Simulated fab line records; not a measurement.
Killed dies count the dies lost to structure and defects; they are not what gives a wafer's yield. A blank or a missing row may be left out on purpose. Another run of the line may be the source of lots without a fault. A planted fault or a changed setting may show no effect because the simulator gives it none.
Split-lot study	flow sky130	23 wafers read across 5 lots, on a route 708 steps long

SPLIT DETAILS
At SKY_SONOS_TUNNEL_SOFTBAKE_03 (time 60 s), the setting temp c was moved away from the recipe's 90 C on 10 of the 23 wafers read, by +1.4% to +3.2%. The other wafers ran this setting at the recipe's value.

Reading taken at the split's own step.

THE READING
NOVOLAK_of_SONOS_TUNNEL_COAT_02.thk nm (the simulator's own value, which no gauge read), in nm, at SKY_SONOS_TUNNEL_SOFTBAKE_03 (time 60 s). The file gives no usual value for it. Across the 13 wafers here that went through the recipe, the average is 1139 nm and the standard deviation 3.3 nm.

wafer	tool, chamber at the split	temp c as run, C	against the recipe	NOVOLAK_of_SONOS_TUNNEL_COAT_02.thk nm, nm	against lot-mates on the recipe
L075.1	litho track-01, 0	90	recipe	1138	-
L075.2	litho track-01, 0	90	recipe	1139	-
L075.3	litho track-01, 0	90	recipe	1140	-
L075.4	litho track-01, 0	92.85	+3.2%	1131	-8
L075.5	litho track-01, 0	92.85	+3.2%	1127	-12
L078.2	litho track-03, 0	90	recipe	1135	-
L078.3	litho track-03, 0	90	recipe	1136	-
L078.4	litho track-03, 0	91.22	+1.4%	1133	-2
L078.5	litho track-03, 0	91.22	+1.4%	1132	-4
L078.6	litho track-03, 0	91.22	+1.4%	1135	+0
L079.2	litho track-01, 0	90	recipe	1141	-
L079.3	litho track-01, 0	91.35	+1.5%	1136	-6
L079.4	litho track-01, 0	91.35	+1.5%	1141	-1
L079.5	litho track-01, 0	90	recipe	1143	-
L079.6	litho track-01, 0	91.35	+1.5%	1140	-2
L080.2	litho track-01, 0	91.98	+2.2%	1135	-7
L080.3	litho track-01, 0	90	recipe	1141	-
L080.4	litho track-01, 0	90	recipe	1144	-
L080.5	litho track-01, 0	90	recipe	1142	-
L080.6	litho track-01, 0	91.98	+2.2%	1137	-5
L084.1	litho track-01, 0	90	recipe	1135	-
L084.6	litho track-01, 0	90	recipe	1135	-
L084.3	litho track-01, 0	90	recipe	1134	-

FIT RESULTS
A straight line over all 23 wafers: NOVOLAK_of_SONOS_TUNNEL_COAT_02.thk nm changes by -2.33 nm for each +1% of temp c; r = -0.60; the points scatter about the line by 3.4 nm.
The same after taking each lot's own level away (the mean of its wafers on the recipe; 23 wafers): -2.83 nm for each +1%; r = -0.89; scatter 1.6 nm.
Per that fit: largest temp c move, reading shift of 9 nm.
Across the lots, their own levels run from 1134.7 to 1142.3 nm, a range of 2.3 times the standard deviation given above.
So the lot-to-lot level blurs the effect unless lot-mates are compared.
Check: with one of the wafers moved furthest among these (+3.2%) left out of the fit, the line predicts -8.92 nm for it against its lot-mates. Against them it came out at -8 nm.

FURTHER SPLITS ON THESE WAFERS
Note: prior to the reading, these wafers also went through further splits. Each is held against what the fit with the lots' levels taken away leaves over:
other split on the same wafers	wafers away from the commonest value	r with NOVOLAK_of_SONOS_TUNNEL_COAT_02.thk nm (lot level and that fit taken away)
SKY_FIELD_ISO_EXPOSE_10 dose mj	8	+0.29
SKY_NWELL_OXIDATION_01 ox time s	18	+0.21
SKY_PWDE_COAT_02 resist thk nm	10	+0.06
SKY_PWDE_DEVELOP_06 dev temp c	8	-0.38
SKY_VT_ADJUST_LVTN_COAT_13 resist thk nm	6	-0.29
SKY_VT_ADJUST_LVTN_EXPOSE_15 dose mj	8	-0.10
SKY_VT_ADJUST_NCORE_DEVELOP_06 develop time s	6	-0.33
SKY_VT_ADJUST_NCORE_IMPLANT_09 energy kev	6	-0.16
SKY_VT_ADJUST_HVTR_DEVELOP_06 dev temp c	5	+0.37

THE FILE'S OWN FIT
NOVOLAK_of_SONOS_TUNNEL_COAT_02.thk nm changes by -2.81 nm for each +1% of temp c, r = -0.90.
